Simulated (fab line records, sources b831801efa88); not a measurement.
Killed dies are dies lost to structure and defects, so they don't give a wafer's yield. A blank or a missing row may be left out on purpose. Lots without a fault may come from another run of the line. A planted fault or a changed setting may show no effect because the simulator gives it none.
One fault seen from 2 desks | flow sky130 | each desk has only its own numbers; what lay behind them comes last

THE TOOL OWNER'S DESK: iline_stepper-02
The tool's own readings at SKY_VIA4_EXPOSE_08 (exposes mask VIM4, target cd 800 nm): means of the sampled wafers that have a number, for each lot that ran on this tool. A lot is out of limits, marked OUT, if its mean lies more than 4 standard deviations from the usual mean; the brackets give that distance.
Columns: A = exposure_dose_mJ_cm2 at SKY_VIA4_EXPOSE_08, usual 132.01; B = focus_offset_nm at SKY_VIA4_EXPOSE_08, usual 0.1 nm
lot  | first seen here | A      | B
L158 | day 42 09:36    | 132.09 | 0.4
L161 | day 43 04:54    | 131.92 | 0.4
L166 | day 44 23:13    | 132.08 | 0.3
L176 | day 47 10:19    | 132.07 | -0.3
L177 | day 47 10:34    | 131.76 | 0.1
L178 | day 47 12:17    | 131.96 | -0.1
L181 | day 48 12:43    | 131.99 | 0.6
This desk's finding: nothing out of limits on any of the 7 lots.

THE METROLOGY DESK
What the gauges read, lot by lot, whatever tool the lot ran on: means of the sampled wafers that have a number. A lot is out of limits, marked OUT, if its mean lies more than 4 standard deviations from the usual mean; the brackets give that distance.
Columns: A = cd_nm at SKY_METAL4_CD_MEAS_13, usual 299.7 nm; B = VIA4_BOW at SKY_VIA4_BOW_MEAS_03, usual 78 um
lot  | first seen here | A     | B
L158 | day 41 19:30    | 299.1 | 84
L159 | day 42 05:38    | 297.8 | 73
L161 | day 42 15:23    | 298.6 | 72
L165 | day 43 20:48    | 297.6 | 77
L166 | day 44 10:38    | 297.6 | 76
L167 | day 44 16:33    | 299.2 | 77
L168 | day 44 23:00    | 299.5 | 78
L175 | day 46 21:48    | 302.8 | 80
L176 | day 46 21:59    | 301.7 | 74
L177 | day 46 22:46    | 300.0 | 80
L178 | day 47 00:36    | 301.3 | 80
L179 | day 47 12:57    | 298.9 | 81
L180 | day 47 14:12    | 301.1 | 80
L181 | day 48 01:32    | 301.3 | 66
This desk's finding: nothing out of limits on any of the 14 lots.

PUT TOGETHER
The tool owner's desk saw nothing out of limits.
The metrology desk saw nothing out of limits.

WHAT THE SIMULATOR HAD PUT IN
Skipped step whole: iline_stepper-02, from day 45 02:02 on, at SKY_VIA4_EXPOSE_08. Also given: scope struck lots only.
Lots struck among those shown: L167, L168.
